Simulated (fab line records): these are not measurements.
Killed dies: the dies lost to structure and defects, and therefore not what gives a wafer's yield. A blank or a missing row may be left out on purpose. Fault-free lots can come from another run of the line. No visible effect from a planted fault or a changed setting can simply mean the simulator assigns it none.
fab line records -- flow gf180mcu
record: lots: 14, wafers: 42, last_day: 34
route steps=602 shown VT_IMPLANT@98 M4@456 V4@480
lots that met no fault: from a run of the same line without faults
start_h: the number of hours between the record's first day and the start of the first shown wafer of the lot -- wait_h: hours from the lot's prior step to this one -- " same as the row above -- L1.1+2: several wafers, shown together as one row -- - either no value or no given start -- * or withheld: withheld -- < > ~ a bound
route shown NAME@n: NAME is a module with steps in the file, n the number in the route of the first one -- usual: mean/standard deviation of fault-free wafers -- same: alike in all rows -- chamber/n: place in a boat -- sites: the reading at each site -- _std_site: the standard deviation of these -- _edge_site: the outer-site mean with the inner-site mean subtracted -- radius_mm: how far each site lies from the wafer's centre -- mask NAME#n: copy n -- behind: the most recent tool/chamber to have shaped the wafer -- hold: cause of the lot's hold/its duration in hours/its outcome -- device: the n, p or np transistor that did not switch -- end of line: tests run on the same wafers once the route is complete -- where a step has no rows: the recipe by itself -- killed: dies lost to structure and defects at the first sort, not the wafer's yield -- map: per-die view of a wafer (x killed, . not killed, _ where there is no die)
set.NAME: the run value of the setting; set.NAME@STEP: its run value at that earlier step -- model.NAME: the simulator's own value behind a step, which no gauge read
the route's steps for a sample of lots (tables are steps, rows are wafers)
services: the hour from which a tool's chamber was out of use, counted from the record's first day as start_h (under 0 if before that day), plus the number of hours and why
== steps ==
step: GF_VT_IMPLANT_IMPLANT_08
recipe: species: BF2, energy_kev: 20, dose_cm2: 8.29e+12, tilt_deg: 7
lot.wafer,tool,chamber,start_h,wait_h
L396.1+2+6,implanter-03,0,108.68,0.0
L397.1+2+3,implanter-02,0,116.23,0.0
L400.1+3+4,implanter-02,0,134.83,0.0
L401.3+5+6,implanter-01,0,142.03,0.1
L402.2+3+5,implanter-02,0,148.30,0.0
L403.3+4+6,implanter-03,0,154.73,0.1
L407.1+3+4,implanter-01,0,178.27,0.0
L408.1+2+4,implanter-02,0,185.67,0.0
L409.4+5+6,implanter-03,0,192.65,0.1
L410.2+4+5,implanter-01,0,197.05,0.0
L412.1+3+4,implanter-02,0,207.17,0.0
L414.1+4+6,implanter-02,0,223.17,0.0
L416.1+5+6,implanter-02,0,235.22,0.0
L419.1+3+4,implanter-01,0,252.77,0.0
step: GF_VT_IMPLANT_TW_MEAS_10
usual: VT_IMPLANT_TW: 561.8/3
lot.wafer,tool,chamber,start_h,wait_h,VT_IMPLANT_TW
L396.1,film_metro-02,-,108.94,0.1,563.5
L396.2,film_metro-02,-,108.94,0.1,565.5
L396.6,film_metro-02,-,108.94,0.1,566.4
L397.1,film_metro-02,-,116.48,0.1,561.2
L397.2,film_metro-02,-,116.48,0.1,562.5
L397.3,film_metro-02,-,116.48,0.1,566.2
L400.1,film_metro-01,-,135.11,0.1,558.5
L400.3,film_metro-01,-,135.11,0.1,557.8
L400.4,film_metro-01,-,135.11,0.1,556.7
L401.3,film_metro-02,-,142.25,0.1,565.8
L401.5,film_metro-02,-,142.25,0.1,563.3
L401.6,film_metro-02,-,142.25,0.1,565.5
L402.2,film_metro-01,-,148.53,0.1,563.6
L402.3,film_metro-01,-,148.53,0.1,562.4
L402.5,film_metro-01,-,148.53,0.1,562.6
L403.3,film_metro-03,-,154.95,0.1,554.9
L403.4,film_metro-03,-,154.95,0.1,555.2
L403.6,film_metro-03,-,154.95,0.1,555.0
L407.1,film_metro-02,-,178.52,0.1,562.6
L407.3,film_metro-02,-,178.52,0.1,562.9
L407.4,film_metro-02,-,178.52,0.1,560.9
L408.1,film_metro-02,-,185.92,0.1,564.4
L408.2,film_metro-02,-,185.92,0.1,564.3
L408.4,film_metro-02,-,185.92,0.1,564.4
L409.4,film_metro-02,-,192.85,0.1,562.4
L409.5,film_metro-02,-,192.85,0.1,560.8
L409.6,film_metro-02,-,192.85,0.1,561.8
L410.2,film_metro-02,-,197.28,0.1,563.1
L410.4,film_metro-02,-,197.28,0.1,563.6
L410.5,film_metro-02,-,197.28,0.1,564.5
L412.1,film_metro-02,-,207.42,0.1,561.8
L412.3,film_metro-02,-,207.42,0.1,564.8
L412.4,film_metro-02,-,207.42,0.1,559.7
L414.1,film_metro-01,-,223.42,0.1,550.7
L414.4,film_metro-01,-,223.42,0.1,550.1
L414.6,film_metro-01,-,223.42,0.1,549.1
L416.1,film_metro-02,-,235.47,0.1,554.3
L416.5,film_metro-02,-,235.47,0.1,552.5
L416.6,film_metro-02,-,235.47,0.1,549.7
L419.1,film_metro-02,-,253.02,0.1,563.0
L419.3,film_metro-02,-,253.02,0.1,560.0
L419.4,film_metro-02,-,253.02,0.1,562.3
step: GF_M4_SPUTTER_00
recipe: material: Ti, target_thk_nm: 37.5, arriving_ion_energy_ev: 80, substrate_temp_c: 200, chamber_pressure_pa: 2, power_w: 4000, time_s: 150
usual: throttle_valve_pct: 30.0/1.2
lot.wafer,tool,chamber,start_h,wait_h,throttle_valve_pct
L396.1,pvd_sputter-02,-,510.99,0.1,29.6
L396.2,pvd_sputter-02,-,510.99,0.1,29.6
L396.6,pvd_sputter-02,-,510.99,0.1,29.4
L397.1,pvd_sputter-01,-,524.36,0.1,29.5
L397.2,pvd_sputter-01,-,524.36,0.1,31.7
L397.3,pvd_sputter-01,-,524.36,0.1,30.1
L400.1,pvd_sputter-04,-,547.65,0.2,30.0
L400.3,pvd_sputter-04,-,547.65,0.2,32.5
L400.4,pvd_sputter-04,-,547.65,0.2,27.8
L401.3,pvd_sputter-01,-,560.59,0.1,29.3
L401.5,pvd_sputter-01,-,560.59,0.1,29.1
L401.6,pvd_sputter-01,-,560.59,0.1,30.0
L402.2,pvd_sputter-04,-,568.04,0.1,27.6
L402.3,pvd_sputter-04,-,568.04,0.1,27.5
L402.5,pvd_sputter-04,-,568.04,0.1,30.4
L403.3,pvd_sputter-02,-,579.24,0.1,30.5
L403.4,pvd_sputter-02,-,579.24,0.1,29.3
L403.6,pvd_sputter-02,-,579.24,0.1,30.8
L407.1,pvd_sputter-01,-,607.36,0.2,31.6
L407.3,pvd_sputter-01,-,607.36,0.2,29.2
L407.4,pvd_sputter-01,-,607.36,0.2,30.0
L408.1,pvd_sputter-01,-,615.02,0.1,30.2
L408.2,pvd_sputter-01,-,615.02,0.1,29.4
L408.4,pvd_sputter-01,-,615.02,0.1,31.8
L409.4,pvd_sputter-04,-,621.69,0.1,30.1
L409.5,pvd_sputter-04,-,621.69,0.1,27.9
L409.6,pvd_sputter-04,-,621.69,0.1,32.5
L410.2,pvd_sputter-01,-,627.42,0.1,31.4
L410.4,pvd_sputter-01,-,627.42,0.1,30.2
L410.5,pvd_sputter-01,-,627.42,0.1,30.0
L412.1,pvd_sputter-02,-,642.65,0.2,29.3
L412.3,pvd_sputter-02,-,642.65,0.2,30.7
L412.4,pvd_sputter-02,-,642.65,0.2,30.6
L414.1,pvd_sputter-02,-,657.94,0.2,29.8
L414.4,pvd_sputter-02,-,657.94,0.2,30.4
L414.6,pvd_sputter-02,-,657.94,0.2,30.7
L416.1,pvd_sputter-04,-,673.43,0.1,32.5
L416.5,pvd_sputter-04,-,673.43,0.1,27.9
L416.6,pvd_sputter-04,-,673.43,0.1,32.6
L419.1,pvd_sputter-02,-,688.15,0.2,29.5
L419.3,pvd_sputter-02,-,688.15,0.2,30.3
L419.4,pvd_sputter-02,-,688.15,0.2,29.4
step: GF_M4_CD_MEAS_14
recipe: target_cd_nm: 280
usual: cd_nm: 280.0/1.3
lot.wafer,tool,chamber,start_h,wait_h,cd_nm
L396.1,cd_sem-01,-,534.54,0.1,278.7
L396.2,cd_sem-01,-,534.54,0.1,278.0
L396.6,cd_sem-01,-,534.54,0.1,279.6
L397.1,cd_sem-01,-,547.24,0.1,278.4
L397.2,cd_sem-01,-,547.24,0.1,277.7
L397.3,cd_sem-01,-,547.24,0.1,278.4
L400.1,cd_sem-01,-,570.03,0.1,278.4
L400.3,cd_sem-01,-,570.03,0.1,278.6
L400.4,cd_sem-01,-,570.03,0.1,280.4
L401.3,cd_sem-02,-,582.62,0.1,281.7
L401.5,cd_sem-02,-,582.62,0.1,283.0
L401.6,cd_sem-02,-,582.62,0.1,282.2
L402.2,cd_sem-02,-,589.61,0.1,281.0
L402.3,cd_sem-02,-,589.61,0.1,281.0
L402.5,cd_sem-02,-,589.61,0.1,280.3
L403.3,cd_sem-02,-,600.38,0.1,280.0
L403.4,cd_sem-02,-,600.38,0.1,279.8
L403.6,cd_sem-02,-,600.38,0.1,280.3
L407.1,cd_sem-02,-,627.48,0.1,280.3
L407.3,cd_sem-02,-,627.48,0.1,279.9
L407.4,cd_sem-02,-,627.48,0.1,280.3
L408.1,cd_sem-01,-,635.98,0.1,279.0
L408.2,cd_sem-01,-,635.98,0.1,278.1
L408.4,cd_sem-01,-,635.98,0.1,278.1
L409.4,cd_sem-02,-,641.90,0.1,279.5
L409.5,cd_sem-02,-,641.90,0.1,279.2
L409.6,cd_sem-02,-,641.90,0.1,280.3
L410.2,cd_sem-02,-,648.20,0.1,280.5
L410.4,cd_sem-02,-,648.20,0.1,283.2
L410.5,cd_sem-02,-,648.20,0.1,281.7
L412.1,cd_sem-02,-,662.43,0.1,279.8
L412.3,cd_sem-02,-,662.43,0.1,279.2
L412.4,cd_sem-02,-,662.43,0.1,279.7
L414.1,cd_sem-01,-,677.13,0.1,279.4
L414.4,cd_sem-01,-,677.13,0.1,279.8
L414.6,cd_sem-01,-,677.13,0.1,279.6
L416.1,cd_sem-02,-,692.84,0.1,278.6
L416.5,cd_sem-02,-,692.84,0.1,281.6
L416.6,cd_sem-02,-,692.84,0.1,281.2
L419.1,cd_sem-01,-,706.40,0.1,279.4
L419.3,cd_sem-01,-,706.40,0.1,280.4
L419.4,cd_sem-01,-,706.40,0.1,279.5
step: GF_V4_CMP_04
recipe: material: SiO2, down_force_psi: 4, platen_rpm: 60, pad_velocity_m_s: 0.94248
usual: motor_current_A: 11.4/1.1, time_to_endpoint_s: 79/5.2
lot.wafer,tool,chamber,start_h,wait_h,motor_current_A,time_to_endpoint_s
L396.2,cmp-02,0,535.67,0.1,11.5,75
L396.1,cmp-02,2,535.67,0.1,9.9,70
L396.6,cmp-02,0,535.67,0.1,11.5,79
L397.3,cmp-02,3,548.32,0.0,11.2,71
L397.2,cmp-02,0,548.32,0.0,11.8,73
L397.1,cmp-02,2,548.32,0.0,10.3,70
L400.4,cmp-02,3,571.16,0.1,11.4,88
L400.1,cmp-02,0,571.16,0.1,12.0,84
L400.3,cmp-02,1,571.16,0.1,11.6,79
L401.3,cmp-02,1,583.71,0.1,11.6,72
L401.5,cmp-02,0,583.71,0.1,12.4,78
L401.6,cmp-02,1,583.71,0.1,11.8,76
L402.3,cmp-02,2,590.72,0.1,10.2,80
L402.2,cmp-02,3,590.72,0.1,10.6,76
L402.5,cmp-02,2,590.72,0.1,9.9,79
L403.3,cmp-02,0,601.48,0.1,11.9,81
L403.4,cmp-02,2,601.48,0.1,10.2,80
L403.6,cmp-02,0,601.48,0.1,10.9,86
L407.3,cmp-02,2,628.74,0.1,9.4,78
L407.1,cmp-02,3,628.74,0.1,11.1,77
L407.4,cmp-02,0,628.74,0.1,11.7,82
L408.4,cmp-02,1,637.22,0.0,11.8,75
L408.2,cmp-02,2,637.22,0.0,9.8,72
L408.1,cmp-02,3,637.22,0.0,11.6,73
L409.4,cmp-01,1,643.05,0.0,11.6,85
L409.5,cmp-01,1,643.05,0.0,12.2,81
L409.6,cmp-01,2,643.05,0.0,13.1,78
L410.2,cmp-01,1,649.26,0.0,12.6,76
L410.4,cmp-01,2,649.26,0.0,13.4,80
L410.5,cmp-01,2,649.26,0.0,13.1,84
L412.3,cmp-02,0,663.80,0.2,11.7,73
L412.1,cmp-02,2,663.80,0.2,9.7,73
L412.4,cmp-02,3,663.80,0.2,11.4,84
L414.4,cmp-01,2,678.53,0.1,13.7,75
L414.1,cmp-01,3,678.53,0.1,9.6,75
L414.6,cmp-01,0,678.53,0.1,12.1,82
L416.1,cmp-02,0,694.16,0.3,11.9,81
L416.5,cmp-02,1,694.16,0.3,11.5,77
L416.6,cmp-02,2,694.16,0.3,10.2,79
L419.1,cmp-02,3,708.21,0.5,11.0,74
L419.3,cmp-02,0,708.21,0.5,11.7,78
L419.4,cmp-02,1,708.21,0.5,10.8,81
== services ==
tool,chamber,start_h,hours,kind
pvd_sputter-02,-,108.31,1.5,repair
cmp-02,-,114.43,3.7,repair
cmp-02,-,123.11,0.3,repair
implanter-02,-,131.36,2.8,repair
implanter-02,-,159.54,1.8,repair
cmp-02,-,187.13,4.4,repair
cmp-02,-,193.57,0.5,repair
cmp-02,-,229.15,16.3,pm
implanter-02,-,270.82,16.8,repair
implanter-02,-,290.25,4.1,repair
implanter-02,-,294.93,7.6,repair
implanter-02,-,337.00,2.7,pm
cmp-02,-,384.67,3.9,pm
implanter-02,-,401.75,26.8,pm
cmp-02,-,404.00,4.0,pm
implanter-02,-,456.19,2.1,repair
cmp-02,-,499.91,1.3,repair
implanter-02,-,533.60,3.8,repair
cmp-02,-,584.31,2.5,repair
cmp-02,-,615.49,6.6,pm
cmp-02,-,623.57,0.2,repair
implanter-02,-,666.25,4.0,repair
cmp-02,-,677.44,0.4,repair
implanter-02,-,697.01,3.4,repair
== key ==
first_sign: step: GF_VT_IMPLANT_TW_MEAS_10, reading: VT_IMPLANT_TW, direction: down, sigmas: 3.6, usual: 561.8, struck: 551.1
effect none on later readings
met_at GF_VT_IMPLANT_IMPLANT_08
struck_lots L414,L416
tester_left_out L414,L416
not_acting_at GF_M4_SPUTTER_00,GF_M4_CD_MEAS_14,GF_V4_CMP_04
onset_between 207.17 223.17
fault: kind: process_parameter_drift, tool: implanter-02, chamber: -, onset_h: 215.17, steps: GF_VT_IMPLANT_IMPLANT_08, channel: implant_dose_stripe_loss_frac, offset: 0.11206, shape: step, end_h: 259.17
tester_left_out: of these lots the tester's yield and bins aren't shown, on N5 and GAA mostly nor the transistor test; their killed dies are dies lost to structure and defects alone, not to doping, threshold or leakage, so they don't give the yield
